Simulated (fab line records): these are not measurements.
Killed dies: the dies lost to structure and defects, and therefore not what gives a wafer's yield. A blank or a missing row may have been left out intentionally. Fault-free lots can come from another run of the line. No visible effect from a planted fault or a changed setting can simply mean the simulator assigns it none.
Which tool was responsible? | flow sky130 | 12 lots, 33 wafers sampled, at 5 steps of a route of 708

== WHAT EACH GAUGE READ, for each wafer ==
SKY_SONOS_TUNNEL_TW_MEAS_12.
lot  | measured     | on            | SONOS_TUNNEL_TW
L359 | day 12 08:23 | film-metro-04 | 198.5 198.6 198.7
L361 | day 12 10:29 | film-metro-04 | 198.1 198.0 197.9
L365 | day 13 18:14 | film-metro-03 | 195.3 194.8
L367 | day 14 07:53 | film-metro-03 | 196.1 196.1
L368 | day 14 23:27 | film-metro-03 | 195.2 195.5
L374 | day 16 16:12 | film-metro-03 | 196.1 196.9 195.1
L375 | day 16 20:19 | film-metro-01 | 199.6 199.2 199.5
L376 | day 17 02:36 | film-metro-01 | 198.1 198.7 198.4
L377 | day 17 17:08 | film-metro-03 | 196.4 197.4 196.7
L379 | day 18 06:44 | film-metro-03 | 195.5 196.1 194.8
L380 | day 18 10:39 | film-metro-01 | 199.2 198.4 198.2
L381 | day 18 21:17 | film-metro-03 | 196.4 196.0 196.3

SKY_POLY_GATE_CD_MEAS_13: target cd 150 nm.
lot  | measured     | on        | cd-nm (nm)
L359 | day 17 08:12 | cd-sem-02 | 151.4 151.2 152.2
L361 | day 17 17:01 | cd-sem-01 | 150.1 150.8 150.8
L365 | day 19 04:13 | cd-sem-01 | 149.4 147.1
L367 | day 19 15:56 | cd-sem-02 | 149.4 148.8
L368 | day 21 03:41 | cd-sem-01 | 148.3 148.5
L374 | day 22 08:35 | cd-sem-02 | 149.2 149.5 148.3
L375 | day 22 17:23 | cd-sem-01 | 150.8 151.8 151.8
L376 | day 22 20:18 | cd-sem-02 | 150.1 150.7 149.3
L377 | day 23 10:28 | cd-sem-02 | 147.7 149.1 149.4
L379 | day 23 21:53 | cd-sem-02 | 149.6 149.9 150.2
L380 | day 24 01:14 | cd-sem-02 | 149.4 149.8 149.5
L381 | day 24 11:19 | cd-sem-02 | 149.5 148.3 149.8

SKY_SD_P_CD_MEAS_07: target cd 380 nm.
lot  | measured     | on        | cd-nm (nm)
L359 | day 26 14:38 | cd-sem-01 | 380.1 378.4 380.7
L361 | day 27 00:03 | cd-sem-01 | 382.5 381.7 381.0
L365 | day 28 10:48 | cd-sem-01 | 383.8 429.5
L367 | day 28 16:26 | cd-sem-01 | 424.9 382.4
L368 | day 30 00:56 | cd-sem-02 | 379.1 424.4
L374 | day 31 02:05 | cd-sem-02 | 379.5 379.3 377.6
L375 | day 31 09:58 | cd-sem-02 | 381.5 380.6 383.0
L376 | day 31 13:11 | cd-sem-02 | 380.7 380.6 382.0
L377 | day 32 03:07 | cd-sem-02 | 380.9 385.4 384.0
L379 | day 32 13:23 | cd-sem-02 | 383.9 381.1 380.9
L380 | day 32 16:31 | cd-sem-01 | 380.1 380.4 380.6
L381 | day 33 00:39 | cd-sem-02 | 380.8 379.9 382.7

== EACH LOT AND THE TOOL THAT RAN IT (in order: tool; ch and the chambers of the sampled wafers; start) ==
lot  | SKY_SONOS_ONO_STRIP_17               | SKY_SD_P_COAT_02
L359 | plasma-asher-01 ch 0,1, day 13 16:02 | litho-track-04 ch 0, day 25 23:29
L361 | plasma-asher-01 ch 0,1, day 13 18:25 | litho-track-01 ch 0, day 26 09:05
L365 | plasma-asher-02 ch 0, day 15 02:21   | litho-track-04 ch 0, day 27 20:18
L367 | plasma-asher-01 ch 0,1, day 15 15:32 | litho-track-04 ch 0, day 28 02:14
L368 | plasma-asher-03 ch 1, day 17 00:50   | litho-track-04 ch 0, day 29 10:30
L374 | plasma-asher-02 ch 0,1, day 18 01:56 | litho-track-01 ch 0, day 30 11:55
L375 | plasma-asher-03 ch 0,1, day 18 09:10 | litho-track-01 ch 0, day 30 19:49
L376 | plasma-asher-02 ch 0,1, day 18 14:20 | litho-track-02 ch 0, day 30 23:00
L377 | plasma-asher-03 ch 0,1, day 19 07:28 | litho-track-02 ch 0, day 31 13:31
L379 | plasma-asher-01 ch 0,1, day 19 18:27 | litho-track-01 ch 0, day 32 00:02
L380 | plasma-asher-01 ch 0,1, day 19 22:52 | litho-track-04 ch 0, day 32 02:41
L381 | plasma-asher-03 ch 0,1, day 20 09:09 | litho-track-02 ch 0, day 32 11:01
- SKY_SONOS_ONO_STRIP_17: strips in O2/N2.
- SKY_SD_P_COAT_02: resist thk 1140 nm.

== AS READ BY THE TOOLS THEMSELVES (means over the sampled wafers that have a number; for cases with no such wafer, the mark the record gives instead) ==
SKY_SONOS_ONO_STRIP_17.
lot  | tool            | chamber-pressure-mTorr (mTorr) | drypump-motor-current-A (A) | oes-product-au (a.u.) | strip-time-to-endpoint-s (s)
L359 | plasma-asher-01 | 1499.7                         | 5.47                        | 0.707                 | 14.14
L361 | plasma-asher-01 | 1498.8                         | 5.48                        | 0.713                 | 14.13
L365 | plasma-asher-02 | 1499.1                         | 5.83                        | 0.707                 | 14.11
L367 | plasma-asher-01 | 1499.1                         | 5.45                        | 0.710                 | 14.09
L368 | plasma-asher-03 | 1500.8                         | 5.84                        | 0.708                 | 14.08
L374 | plasma-asher-02 | 1500.2                         | 5.84                        | 0.713                 | 14.10
L375 | plasma-asher-03 | 1499.7                         | 5.76                        | 0.710                 | 14.10
L376 | plasma-asher-02 | 1501.9                         | 5.84                        | 0.708                 | 14.10
L377 | plasma-asher-03 | 1500.2                         | 5.73                        | 0.717                 | 14.10
L379 | plasma-asher-01 | 1498.1                         | 5.47                        | 0.707                 | 14.09
L380 | plasma-asher-01 | 1500.4                         | 5.47                        | 0.716                 | 14.11
L381 | plasma-asher-03 | 1500.2                         | 5.80                        | 0.705                 | 14.11

== THE ANSWER, worked out from the rows above alone ==
Rule: the usual values come from the lots themselves. The widest of any qualifying gaps counts: lots, ordered by their means at a reading, are off when they make up no more than a third of the lots, leave a main group of 4 or more, and stand apart from it by 3 or more times the standard deviation of that group's means. A main group is skipped when, at the precision printed for the reading in the tables above, its means are all equal. A lot without any number at a reading at which 4 lots or more have one is off too. The other lots that the step has rows for count as sound. Order of review: gauges by route order, followed by the tools' own readings, for which a lot's mean as printed above is used. At the first step where some lot is off, the reading lying furthest off is the one used; lots without a number count as furthest.
Off: L365, L367, L368, at SKY_SD_P_CD_MEAS_07 (cd-nm). Main group: mean 381.1 nm, sd 1.3.
A tool fits if, at a process step before that reading, it ran every lot that is off, and no sound lot after the first of them. Those tools and the gauges at SKY_SD_P_CD_MEAS_07 are tried in the same way. No candidate that was tried fits.

== WHAT THE SIMULATOR HAD INSERTED ==
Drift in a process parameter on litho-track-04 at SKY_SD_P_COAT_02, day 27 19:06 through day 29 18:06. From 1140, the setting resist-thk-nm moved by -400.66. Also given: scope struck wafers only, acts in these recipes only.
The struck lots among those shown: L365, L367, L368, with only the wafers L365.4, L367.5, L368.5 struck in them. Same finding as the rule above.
